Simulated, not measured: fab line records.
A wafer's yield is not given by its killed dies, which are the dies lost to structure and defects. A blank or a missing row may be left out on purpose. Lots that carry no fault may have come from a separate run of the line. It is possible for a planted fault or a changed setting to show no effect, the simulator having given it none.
fab line records	flow sky130	part 1 of 2: steps 1 to 20 of 31
record lots=5	wafers=15	last_day=48
route steps=708 shown VT_ADJUST_HVTR@140 VT_ADJUST_PCH@143 SONOS_TUNNEL@154 SONOS_ONO@168
lots with no fault: from the same line, run without faults
start_h: the number of hours between the record's first day and the start of the first shown wafer of the lot	wait_h: time in hours since the lot's previous step	" the same as in the row above	L1.1+2: a row that stands for several wafers	- value missing, or start not given	* or withheld: withheld	< > ~ a bound
route shown NAME@n: names a module that has steps shown in the file, with the first one's number in the route	usual: mean/standard deviation taken from wafers without a fault	same: alike in all rows	chamber/n: place in a boat	sites: each site's reading	_std_site: how widely they spread, as a standard deviation	_edge_site: outer sites' mean less inner sites'	radius_mm: how far each site lies from the wafer's centre	mask NAME#n: copy n	behind: the last tool/chamber to shape the wafer	hold: what put the lot on hold/how long, in hours/how the hold closed	device: the n, p or np transistor that did not switch	end of line: tests run on the same wafers once the route is complete	step lacking rows: just its recipe	killed: the dies lost at the first sort to structure and to defects; this is not the yield of the wafer	map: a wafer's dies, x killed, . not, _ none there
set.NAME: setting as actually run; set.NAME@STEP: the setting as run at that earlier step	model.NAME: the simulator's own value behind a step, which no gauge read
lots at some steps of the route; a table a step, a row a wafer
services: the hour from which a tool's chamber was out of use, counted from the record's first day as start_h (under 0 if before that day), plus the number of hours and why
## steps
# step SKY_VT_ADJUST_HVTR_IMPLANT_09
# recipe species=B	energy_kev=10	dose_cm2=2.1e+12	tilt_deg=withheld
# usual beam_energy_keV=10.000/0.0025
lot.wafer	tool	chamber	start_h	wait_h	beam_energy_keV
L074.1	implanter-02	0	202.72	0.0	10.001
L074.2	"	0	"	"	9.9997
L074.6	"	0	"	"	9.9985
L081.1	implanter-01	0	268.82	0.0	9.9998
L081.3	"	0	"	"	10.005
L081.6	"	0	"	"	10.001
L080.2	implanter-04	0	269.28	0.0	9.9980
L080.3	"	0	"	"	9.9988
L080.5	"	0	"	"	9.9995
L082.3	implanter-02	0	272.67	0.1	10.002
L082.4	"	0	"	"	10.001
L082.6	"	0	"	"	9.9987
L083.1	implanter-02	0	279.37	0.0	10.002
L083.3	"	0	"	"	9.9970
L083.5	"	0	"	"	10.004
# step SKY_VT_ADJUST_HVTR_STRIP_10
# recipe chemistry=O2/N2	power_w=1400	pressure_mtorr=1500	platen_temp_c=withheld	o2_flow_sccm=3000	n2_flow_sccm=300	overash_fraction=0.5
# usual drypump_motor_current_A=6.0/0.39	o2_flow_sccm=2999/9.9	oes_product_au=0.716/0.0043	strip_time_to_endpoint_s=14.19/0.032
# same overash_fraction=0.5
lot.wafer	tool	chamber	start_h	wait_h	drypump_motor_current_A	o2_flow_sccm	oes_product_au	rf_hours_counter_h	strip_time_to_endpoint_s
L074.1	plasma_asher-02	1	202.87	0.1	5.8	2996	0.717	8	14.17
L074.2	"	0	"	"	6.5	3001	0.718	8	14.26
L074.6	"	1	"	"	5.8	3005	0.725	-	14.22
L081.1	plasma_asher-02	0	268.97	0.1	6.5	2992	0.724	15	14.17
L081.3	"	1	"	"	5.8	3006	0.716	-	14.11
L081.6	"	0	"	"	6.5	2995	0.719	-	14.19
L080.2	plasma_asher-02	0	269.41	0.1	6.5	3015	0.717	15	14.27
L080.3	"	0	"	"	6.5	3003	0.717	-	14.26
L080.5	"	1	"	"	5.8	3013	0.722	-	14.18
L082.3	plasma_asher-04	0	272.80	0.1	5.9	2987	0.715	-	14.25
L082.4	"	1	"	"	5.2	3006	0.709	-	14.21
L082.6	"	0	"	"	5.9	2992	0.717	-	14.17
L083.1	plasma_asher-02	1	279.52	0.1	5.8	2983	0.709	17	14.20
L083.3	"	0	"	"	6.5	2996	0.712	-	14.17
L083.5	"	1	"	"	5.8	2992	0.716	-	14.17
# step SKY_VT_ADJUST_HVTR_TW_MEAS_11
# usual VT_ADJUST_HVTR_TW=211.1/2.6
lot.wafer	tool	chamber	start_h	wait_h	VT_ADJUST_HVTR_TW
L074.1	film_metro-02	-	202.97	0.1	212.1
L074.2	"	-	"	"	212.5
L074.6	"	-	"	"	212.7
L081.1	film_metro-04	-	269.07	0.1	214.8
L081.3	"	-	"	"	214.4
L081.6	"	-	"	"	214.5
L080.2	film_metro-04	-	269.52	0.1	213.2
L080.3	"	-	"	"	213.9
L080.5	"	-	"	"	214.3
L082.3	film_metro-02	-	272.89	0.1	210.9
L082.4	"	-	"	"	211.1
L082.6	"	-	"	"	213.2
L083.1	film_metro-02	-	279.62	0.1	211.3
L083.3	"	-	"	"	212.3
L083.5	"	-	"	"	211.3
# step SKY_VT_ADJUST_PCH_DEHYDRATE_00
# recipe temp_c=200	time_s=60
# usual exhaust_pa=45.0/0.79	heater_power_total_W=160.38/0.12	resist_line_temp_C=23.04/0.1
lot.wafer	tool	chamber	start_h	wait_h	exhaust_pa	heater_power_total_W	resist_line_temp_C
L074.1	litho_track-03	0	213.71	10.7	44.9	160.50	22.91
L074.2	"	0	"	"	44.7	160.38	22.73
L074.6	"	0	"	"	45.4	160.52	22.91
L081.1	litho_track-01	0	279.81	10.7	44.9	160.41	22.90
L081.3	"	0	"	"	44.9	160.37	23.04
L081.6	"	0	"	"	46.1	160.45	22.95
L080.2	litho_track-01	0	280.49	11.0	44.7	160.25	22.94
L080.3	"	0	"	"	44.3	160.37	23.10
L080.5	"	0	"	"	45.8	160.25	22.93
L082.3	litho_track-01	0	284.66	11.8	45.0	160.51	23.18
L082.4	"	0	"	"	42.7	160.35	22.93
L082.6	"	0	"	"	45.1	160.36	23.14
L083.1	litho_track-03	0	292.31	12.7	44.6	160.54	23.07
L083.3	"	0	"	"	46.5	160.20	23.05
L083.5	"	0	"	"	44.2	160.26	23.16
# step SKY_VT_ADJUST_PCH_HMDS_01
# recipe prime_time_s=60	prime_temp_c=120
# usual exhaust_pa=45.1/0.94	resist_line_temp_C=23.02/0.12
lot.wafer	tool	chamber	start_h	wait_h	exhaust_pa	resist_line_temp_C
L074.1	litho_track-03	0	213.86	0.1	46.8	23.05
L074.2	"	0	"	"	45.2	23.18
L074.6	"	0	"	"	44.6	23.15
L081.1	litho_track-01	0	279.96	0.1	45.0	22.85
L081.3	"	0	"	"	45.8	22.86
L081.6	"	0	"	"	46.1	22.84
L080.2	litho_track-01	0	280.64	0.1	46.0	22.98
L080.3	"	0	"	"	46.3	23.19
L080.5	"	0	"	"	45.9	23.06
L082.3	litho_track-01	0	284.81	0.1	46.2	23.05
L082.4	"	0	"	"	46.9	23.14
L082.6	"	0	"	"	46.4	23.11
L083.1	litho_track-03	0	292.46	0.1	43.6	23.05
L083.3	"	0	"	"	45.1	23.07
L083.5	"	0	"	"	44.4	22.92
# step SKY_VT_ADJUST_PCH_COAT_02
# recipe spin_rpm=2000	resist_thk_nm=3000
# usual exhaust_pa=45.1/0.92	resist_line_temp_C=23.00/0.1
lot.wafer	tool	chamber	start_h	wait_h	exhaust_pa	resist_line_temp_C
L074.1	litho_track-03	0	214.01	0.1	46.0	23.10
L074.2	"	0	"	"	45.0	23.04
L074.6	"	0	"	"	46.8	22.85
L081.1	litho_track-01	0	280.11	0.1	46.4	23.02
L081.3	"	0	"	"	44.3	22.95
L081.6	"	0	"	"	44.0	22.95
L080.2	litho_track-01	0	280.79	0.1	44.5	23.08
L080.3	"	0	"	"	46.6	23.12
L080.5	"	0	"	"	44.8	22.96
L082.3	litho_track-01	0	284.96	0.1	45.4	22.95
L082.4	"	0	"	"	46.8	23.11
L082.6	"	0	"	"	45.4	23.16
L083.1	litho_track-03	0	292.61	0.1	45.1	22.72
L083.3	"	0	"	"	44.3	22.94
L083.5	"	0	"	"	44.1	22.79
# step SKY_VT_ADJUST_PCH_SOFTBAKE_03
# recipe temp_c=110	time_s=withheld
# usual exhaust_pa=45.0/0.85	heater_power_total_W=65.32/0.13	resist_line_temp_C=22.99/0.11
lot.wafer	tool	chamber	start_h	wait_h	exhaust_pa	heater_power_total_W	resist_line_temp_C
L074.1	litho_track-03	0	214.16	0.1	43.9	65.25	23.04
L074.2	"	0	"	"	45.1	65.29	23.05
L074.6	"	0	"	"	44.3	65.45	23.13
L081.1	litho_track-01	0	280.26	0.1	44.7	65.52	22.77
L081.3	"	0	"	"	44.1	65.16	23.01
L081.6	"	0	"	"	44.0	65.40	23.00
L080.2	litho_track-01	0	280.95	0.1	45.8	65.15	23.06
L080.3	"	0	"	"	45.9	65.42	23.10
L080.5	"	0	"	"	45.0	65.31	23.10
L082.3	litho_track-01	0	285.13	0.1	44.4	65.33	22.69
L082.4	"	0	"	"	43.8	65.08	22.92
L082.6	"	0	"	"	44.8	65.17	22.79
L083.1	litho_track-03	0	292.76	0.1	44.9	65.12	22.96
L083.3	"	0	"	"	46.3	65.20	23.02
L083.5	"	0	"	"	45.0	65.33	23.22
# step SKY_VT_ADJUST_PCH_EXPOSE_04
# recipe mask_id=NWM	na=0.6	source_shape=conventional	sigma_outer=0.6	polarization=unpolarized	target_cd_nm=840	dose_mj=255
# usual focus_offset_nm=-0.1/0.55
# same na=0.6
lot.wafer	tool	chamber	start_h	wait_h	mask	focus_offset_nm
L074.1	iline_stepper-02	0	-	-	NWM#0	-0.3
L074.2	"	0	"	"	NWM#0	-0.4
L074.6	"	0	"	"	NWM#0	-0.4
L081.1	iline_stepper-02	0	-	-	NWM#0	0.4
L081.3	"	0	"	"	NWM#0	-0.1
L081.6	"	0	"	"	NWM#0	-1.0
L080.2	iline_stepper-02	0	-	-	NWM#0	0.1
L080.3	"	0	"	"	NWM#0	0.2
L080.5	"	0	"	"	NWM#0	-0.1
L082.3	iline_stepper-02	0	-	-	NWM#0	0.0
L082.4	"	0	"	"	NWM#0	0.5
L082.6	"	0	"	"	NWM#0	0.6
L083.1	iline_stepper-01	0	-	-	NWM#0	-0.4
L083.3	"	0	"	"	NWM#0	-0.2
L083.5	"	0	"	"	NWM#0	0.2
# step SKY_VT_ADJUST_PCH_PEB_05
# recipe temp_c=115	time_s=withheld
# usual exhaust_pa=45.1/0.85	heater_power_total_W=69.34/0.13	resist_line_temp_C=22.99/0.098
lot.wafer	tool	chamber	start_h	wait_h	exhaust_pa	heater_power_total_W	resist_line_temp_C
L074.1	litho_track-03	0	-	-	44.0	69.56	23.04
L074.2	"	0	"	"	44.5	69.54	22.94
L074.6	"	0	"	"	44.1	69.22	23.03
L081.1	litho_track-03	0	-	-	46.5	69.44	23.10
L081.3	"	0	"	"	45.6	69.34	23.17
L081.6	"	0	"	"	45.3	69.49	23.07
L080.2	litho_track-02	0	-	-	46.3	69.14	22.84
L080.3	"	0	"	"	45.4	69.48	22.97
L080.5	"	0	"	"	46.5	69.50	23.02
L082.3	litho_track-01	0	-	-	45.2	69.37	23.22
L082.4	"	0	"	"	44.3	69.24	23.16
L082.6	"	0	"	"	45.5	69.39	23.02
L083.1	litho_track-01	0	-	-	45.5	69.38	22.78
L083.3	"	0	"	"	46.2	69.39	22.91
L083.5	"	0	"	"	44.7	69.29	22.97
# step SKY_VT_ADJUST_PCH_DEVELOP_06
# recipe wall_angle_deg=90	developer=TMAH	develop_time_s=60	dev_temp_c=23
# usual exhaust_pa=44.8/0.93	resist_line_temp_C=22.97/0.1
lot.wafer	tool	chamber	start_h	wait_h	exhaust_pa	resist_line_temp_C
L074.1	litho_track-03	0	-	-	44.8	22.96
L074.2	"	0	"	"	46.0	22.87
L074.6	"	0	"	"	45.7	23.03
L081.1	litho_track-03	0	-	-	43.8	23.12
L081.3	"	0	"	"	44.3	22.99
L081.6	"	0	"	"	44.5	23.12
L080.2	litho_track-02	0	-	-	44.3	23.01
L080.3	"	0	"	"	44.5	22.94
L080.5	"	0	"	"	45.6	22.96
L082.3	litho_track-01	0	-	-	45.0	22.96
L082.4	"	0	"	"	43.6	23.20
L082.6	"	0	"	"	43.7	23.21
L083.1	litho_track-01	0	-	-	44.7	23.10
L083.3	"	0	"	"	46.2	22.74
L083.5	"	0	"	"	45.3	23.08
# step SKY_VT_ADJUST_PCH_OVL_MEAS_07
# usual VT_ADJUST_PCH_OVL=-0.8/1.2
lot.wafer	tool	chamber	start_h	wait_h	VT_ADJUST_PCH_OVL[nm]
L074.1	overlay-01	-	224.56	-	-0.8
L074.2	"	-	"	"	0.1
L074.6	"	-	"	"	0.7
L081.1	overlay-01	-	293.31	-	-1.4
L081.3	"	-	"	"	-1.4
L081.6	"	-	"	"	-1.2
L080.2	overlay-02	-	293.92	-	-0.1
L080.3	"	-	"	"	-0.7
L080.5	"	-	"	"	-0.8
L082.3	overlay-02	-	298.12	-	-0.4
L082.4	"	-	"	"	0.8
L082.6	"	-	"	"	-0.7
L083.1	overlay-02	-	305.51	-	-0.7
L083.3	"	-	"	"	0.9
L083.5	"	-	"	"	-1.1
# step SKY_VT_ADJUST_PCH_IMPLANT_08
# recipe species=B	energy_kev=10	dose_cm2=5e+11	tilt_deg=withheld
# usual beam_energy_keV=9.9998/0.0029
lot.wafer	tool	chamber	start_h	wait_h	beam_energy_keV
L074.1	implanter-04	0	224.60	0.0	10.0000
L074.2	"	0	"	"	10.003
L074.6	"	0	"	"	10.005
L081.1	implanter-04	0	293.35	0.0	9.9955
L081.3	"	0	"	"	10.001
L081.6	"	0	"	"	9.9986
L080.2	implanter-03	0	293.98	0.0	9.9984
L080.3	"	0	"	"	9.9981
L080.5	"	0	"	"	9.9994
L082.3	implanter-03	0	298.25	0.1	9.9999
L082.4	"	0	"	"	9.9997
L082.6	"	0	"	"	9.9984
L083.1	implanter-03	0	305.55	0.0	10.003
L083.3	"	0	"	"	10.002
L083.5	"	0	"	"	10.002
# step SKY_VT_ADJUST_PCH_STRIP_09
# recipe chemistry=O2/N2	power_w=1400	pressure_mtorr=1500	platen_temp_c=withheld	o2_flow_sccm=3000	n2_flow_sccm=300	overash_fraction=0.5
# usual drypump_motor_current_A=5.7/0.34	o2_flow_sccm=2999/10	oes_product_au=0.723/0.0051	strip_time_to_endpoint_s=36.93/0.078
# same overash_fraction=0.5
lot.wafer	tool	chamber	start_h	wait_h	drypump_motor_current_A	o2_flow_sccm	oes_product_au	rf_hours_counter_h	strip_time_to_endpoint_s
L074.1	plasma_asher-03	0	224.75	0.1	6.0	2987	0.726	44	36.97
L074.2	"	1	"	"	5.6	3009	0.722	44	36.89
L074.6	"	0	"	"	6.0	2975	0.723	-	36.86
L081.1	plasma_asher-04	1	293.50	0.1	5.2	2986	0.718	58	36.97
L081.3	"	1	"	"	5.2	2991	0.727	-	36.94
L081.6	"	0	"	"	5.9	2990	0.725	-	36.94
L080.2	plasma_asher-01	1	294.10	0.1	5.3	3007	0.712	61	36.96
L080.3	"	0	"	"	6.1	3008	0.724	-	36.94
L080.5	"	0	"	"	6.1	3005	0.722	-	36.96
L082.3	plasma_asher-04	0	298.48	0.2	6.0	3015	0.721	-	36.99
L082.4	"	1	"	"	5.2	3009	0.727	-	36.98
L082.6	"	0	"	"	6.0	3018	0.722	-	36.98
L083.1	plasma_asher-04	1	305.70	0.1	5.2	3004	0.730	59	36.81
L083.3	"	1	"	"	5.2	2989	0.725	-	36.88
L083.5	"	1	"	"	5.2	2995	0.722	-	36.91
# step SKY_VT_ADJUST_PCH_TW_MEAS_10
# usual VT_ADJUST_PCH_TW=141.6/1.4
lot.wafer	tool	chamber	start_h	wait_h	VT_ADJUST_PCH_TW
L074.1	film_metro-03	-	224.85	0.1	143.0
L074.2	"	-	"	"	142.6
L074.6	"	-	"	"	142.3
L081.1	film_metro-03	-	293.60	0.1	141.6
L081.3	"	-	"	"	141.4
L081.6	"	-	"	"	141.4
L080.2	film_metro-03	-	294.21	0.1	142.0
L080.3	"	-	"	"	141.3
L080.5	"	-	"	"	142.0
L082.3	film_metro-01	-	298.57	0.1	141.6
L082.4	"	-	"	"	142.1
L082.6	"	-	"	"	141.2
L083.1	film_metro-03	-	305.80	0.1	141.6
L083.3	"	-	"	"	141.7
L083.5	"	-	"	"	141.3
# step SKY_SONOS_TUNNEL_DEHYDRATE_00
# recipe temp_c=200	time_s=60
# usual exhaust_pa=45.0/0.74	heater_power_total_W=160.38/0.11	resist_line_temp_C=23.01/0.1
lot.wafer	tool	chamber	start_h	wait_h	exhaust_pa	heater_power_total_W	resist_line_temp_C
L074.1	litho_track-03	0	236.21	11.4	45.4	160.39	23.24
L074.2	"	0	"	"	43.6	160.14	22.90
L074.6	"	0	"	"	44.0	160.36	22.98
L081.1	litho_track-04	0	305.65	12.0	45.8	160.37	23.00
L081.3	"	0	"	"	45.6	160.31	23.07
L081.6	"	0	"	"	45.5	160.28	23.11
L080.2	litho_track-03	0	306.34	12.1	45.0	160.30	23.12
L080.3	"	0	"	"	45.0	160.30	22.94
L080.5	"	0	"	"	45.6	160.59	23.10
L082.3	litho_track-03	0	311.41	12.8	44.5	160.32	22.97
L082.4	"	0	"	"	43.9	160.44	22.83
L082.6	"	0	"	"	44.4	160.22	23.00
L083.1	litho_track-02	0	318.92	13.1	45.8	160.29	23.11
L083.3	"	0	"	"	45.8	160.36	23.02
L083.5	"	0	"	"	45.7	160.53	22.96
# step SKY_SONOS_TUNNEL_HMDS_01
# recipe prime_time_s=60	prime_temp_c=120
# usual exhaust_pa=45.2/0.93	resist_line_temp_C=22.98/0.1
lot.wafer	tool	chamber	start_h	wait_h	exhaust_pa	resist_line_temp_C
L074.1	litho_track-03	0	236.36	0.1	44.8	22.93
L074.2	"	0	"	"	45.0	22.82
L074.6	"	0	"	"	44.5	22.90
L081.1	litho_track-04	0	305.80	0.1	43.8	22.83
L081.3	"	0	"	"	43.6	23.03
L081.6	"	0	"	"	44.1	23.00
L080.2	litho_track-03	0	306.49	0.1	46.1	22.88
L080.3	"	0	"	"	44.8	22.93
L080.5	"	0	"	"	45.1	23.00
L082.3	litho_track-03	0	311.56	0.1	45.7	23.09
L082.4	"	0	"	"	44.6	23.00
L082.6	"	0	"	"	46.5	23.20
L083.1	litho_track-02	0	319.07	0.1	46.5	22.94
L083.3	"	0	"	"	45.1	23.12
L083.5	"	0	"	"	45.8	23.04
# step SKY_SONOS_TUNNEL_COAT_02
# recipe resist=NOVOLAK	spin_rpm=3000	resist_thk_nm=1140
# usual exhaust_pa=44.8/0.81	resist_line_temp_C=22.98/0.1
lot.wafer	tool	chamber	start_h	wait_h	exhaust_pa	resist_line_temp_C
L074.1	litho_track-03	0	236.51	0.1	44.7	22.97
L074.2	"	0	"	"	44.3	23.01
L074.6	"	0	"	"	45.4	23.05
L081.1	litho_track-04	0	305.95	0.1	43.3	23.09
L081.3	"	0	"	"	45.1	23.01
L081.6	"	0	"	"	44.7	23.02
L080.2	litho_track-03	0	306.64	0.1	43.8	22.76
L080.3	"	0	"	"	44.8	22.81
L080.5	"	0	"	"	44.2	22.80
L082.3	litho_track-03	0	311.71	0.1	46.1	22.95
L082.4	"	0	"	"	44.9	22.98
L082.6	"	0	"	"	44.9	23.07
L083.1	litho_track-02	0	319.22	0.1	45.6	22.95
L083.3	"	0	"	"	45.1	22.78
L083.5	"	0	"	"	43.3	23.02
# step SKY_SONOS_TUNNEL_SOFTBAKE_03
# recipe temp_c=90	time_s=60	resist=NOVOLAK
# usual exhaust_pa=45.2/1	heater_power_total_W=56.59/0.044	resist_line_temp_C=23.01/0.099
lot.wafer	tool	chamber	start_h	wait_h	exhaust_pa	heater_power_total_W	resist_line_temp_C
L074.1	litho_track-03	0	236.66	0.1	42.4	56.52	22.97
L074.2	"	0	"	"	42.9	56.59	22.96
L074.6	"	0	"	"	45.2	56.68	22.83
L081.1	litho_track-04	0	306.10	0.1	45.4	56.59	23.04
L081.3	"	0	"	"	45.0	56.54	23.13
L081.6	"	0	"	"	46.6	56.56	23.05
L080.2	litho_track-03	0	306.79	0.1	44.8	56.62	23.11
L080.3	"	0	"	"	46.3	56.61	23.06
L080.5	"	0	"	"	45.3	56.57	23.07
L082.3	litho_track-03	0	311.86	0.1	43.9	56.54	22.92
L082.4	"	0	"	"	43.4	56.59	22.96
L082.6	"	0	"	"	44.0	56.62	22.94
L083.1	litho_track-02	0	319.37	0.1	44.8	56.63	22.95
L083.3	"	0	"	"	46.4	56.60	23.04
L083.5	"	0	"	"	45.7	56.63	23.01
# step SKY_SONOS_TUNNEL_EXPOSE_04
# recipe mask_id=TUNM	na=0.6	source_shape=conventional	sigma_outer=0.6	polarization=unpolarized	target_cd_nm=410	dose_mj=136
# usual focus_offset_nm=0.0/0.57
# same na=0.6
lot.wafer	tool	chamber	start_h	wait_h	mask	focus_offset_nm
L074.1	iline_stepper-01	0	-	-	TUNM#0	0.2
L074.2	"	0	"	"	TUNM#0	0.7
L074.6	"	0	"	"	TUNM#0	0.4
L081.1	iline_stepper-02	0	-	-	TUNM#0	0.1
L081.3	"	0	"	"	TUNM#0	-0.5
L081.6	"	0	"	"	TUNM#0	0.5
L080.2	iline_stepper-02	0	-	-	TUNM#0	-0.1
L080.3	"	0	"	"	TUNM#0	0.2
L080.5	"	0	"	"	TUNM#0	0.0
L082.3	iline_stepper-02	0	-	-	TUNM#0	-0.8
L082.4	"	0	"	"	TUNM#0	-0.8
L082.6	"	0	"	"	TUNM#0	0.7
L083.1	iline_stepper-01	0	-	-	TUNM#0	-0.2
L083.3	"	0	"	"	TUNM#0	0.4
L083.5	"	0	"	"	TUNM#0	0.0
# step SKY_SONOS_TUNNEL_PEB_05
# recipe temp_c=withheld	time_s=*	resist=NOVOLAK
# usual exhaust_pa=44.9/0.78	resist_line_temp_C=*
lot.wafer	tool	chamber	start_h	wait_h	exhaust_pa	resist_line_temp_C
L074.1	litho_track-04	0	-	-	44.4	*
L074.2	"	0	"	"	45.4	*
L074.6	"	0	"	"	44.2	*
L081.1	litho_track-03	0	-	-	44.7	*
L081.3	"	0	"	"	44.8	*
L081.6	"	0	"	"	44.5	*
L080.2	litho_track-04	0	-	-	45.9	*
L080.3	"	0	"	"	47.1	*
L080.5	"	0	"	"	45.4	*
L082.3	litho_track-04	0	-	-	46.4	*
L082.4	"	0	"	"	44.5	*
L082.6	"	0	"	"	44.2	*
L083.1	litho_track-03	0	-	-	45.1	*
L083.3	"	0	"	"	43.3	*
L083.5	"	0	"	"	44.5	*
